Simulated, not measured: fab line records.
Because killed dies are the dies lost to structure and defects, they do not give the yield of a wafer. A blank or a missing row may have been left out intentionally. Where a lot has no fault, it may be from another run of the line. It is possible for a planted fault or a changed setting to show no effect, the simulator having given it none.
A single fault, viewed from 2 desks || flow gf180mcu || each desk holds nothing but its own numbers, with what lay behind them at the end

## FOR THE TOOL OWNER'S DESK: rtp_anneal-02
Per lot that ran on this tool, the mean of the sampled wafers carrying a number, from the tool's own readings at GF_PSD_RTA_13 (time 20 s). If a lot's mean is further than 4 standard deviations from the usual mean, the lot is out of limits and carries the mark OUT (the distance appears in the brackets).
Columns: A = lamp_power_pct at GF_PSD_RTA_13, usual 36.1 %; B = wafer_temp_C_max at GF_PSD_RTA_13, usual 1029.9
{"lot": "L148", "first seen here": "day 16 10:22", "A": 39.1, "B": 1028.8}
{"lot": "L149", "first seen here": "day 16 16:56", "A": 39.0, "B": 1029.6}
{"lot": "L151", "first seen here": "day 17 06:11", "A": 39.0, "B": 1030.2}
{"lot": "L158", "first seen here": "day 19 19:26", "A": 39.8, "B": "1035.2 (+4.8) OUT"}
{"lot": "L160", "first seen here": "day 20 10:37", "A": 39.8, "B": "1036.8 (+6.3) OUT"}
{"lot": "L169", "first seen here": "day 23 08:44", "A": 39.0, "B": 1029.6}
This desk finds L158, L160 out of limits, L158 being first, at day 19 19:26 (wafer_temp_C_max at GF_PSD_RTA_13). L148, L149, L151, L169 stayed within limits.

## METROLOGY DESK
What the gauges read for every lot (on any tool): the sampled wafers with a number, averaged. If a lot's mean is further than 4 standard deviations from the usual mean, the lot is out of limits and carries the mark OUT (the distance appears in the brackets).
Columns: A = NSD_RS at GF_PSD_RS_MEAS_14, usual 45.94 ohm/sq; B = PSD_RS at GF_PSD_RS_MEAS_15, usual 108.54 ohm/sq; C = CONTACT_CVD_02_THK at GF_CONTACT_THK_MEAS_03, usual 861 nm
{"lot": "L147", "first seen here": "day 15 22:03", "A": 46.03, "B": 108.73, "C": 875}
{"lot": "L148", "first seen here": "day 16 10:28", "A": 45.89, "B": 108.30, "C": 865}
{"lot": "L149", "first seen here": "day 16 17:02", "A": 45.99, "B": 108.38, "C": 872}
{"lot": "L150", "first seen here": "day 17 02:01", "A": 46.06, "B": 108.80, "C": 870}
{"lot": "L151", "first seen here": "day 17 06:17", "A": 45.91, "B": 108.41, "C": 866}
{"lot": "L158", "first seen here": "day 19 19:31", "A": "44.86 (-15) OUT", "B": "104.66 (-16) OUT", "C": 858}
{"lot": "L160", "first seen here": "day 20 10:43", "A": "44.82 (-15) OUT", "B": "104.83 (-15) OUT", "C": 852}
{"lot": "L164", "first seen here": "day 21 23:16", "A": 45.96, "B": 108.57, "C": 866}
{"lot": "L165", "first seen here": "day 22 01:35", "A": 45.98, "B": 108.71, "C": 859}
{"lot": "L167", "first seen here": "day 22 15:34", "A": 45.99, "B": 108.77, "C": 881}
{"lot": "L168", "first seen here": "day 23 00:46", "A": 45.99, "B": 108.85, "C": 856}
{"lot": "L169", "first seen here": "day 23 08:49", "A": 45.92, "B": 108.29, "C": 851}
{"lot": "L170", "first seen here": "day 23 14:29", "A": 46.02, "B": 108.63, "C": 850}
This desk finds L158, L160 out of limits, with the earliest case on L158 at day 19 19:31 (NSD_RS at GF_PSD_RS_MEAS_14). L147, L148, L149, L150, L151, L164, L165, L167, L168, L169, L170 stayed within limits.

## BROUGHT TOGETHER
The tool owner's desk could have raised an alarm at day 19 19:26, on L158, L160.
On L158, L160, the metrology desk was in a position to raise an alarm at day 19 19:31.
On rtp_anneal-02, each named lot ran GF_PSD_RTA_13.

## WHAT HAD BEEN PUT IN BY THE SIMULATOR
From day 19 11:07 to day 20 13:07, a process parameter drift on rtp_anneal-02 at GF_PSD_RTA_13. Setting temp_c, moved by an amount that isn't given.
Struck lots among those shown: L158, L160.
Hours from the fault's start to each desk's first reading out of limits: the tool owner's desk, 8; the metrology desk, 8.
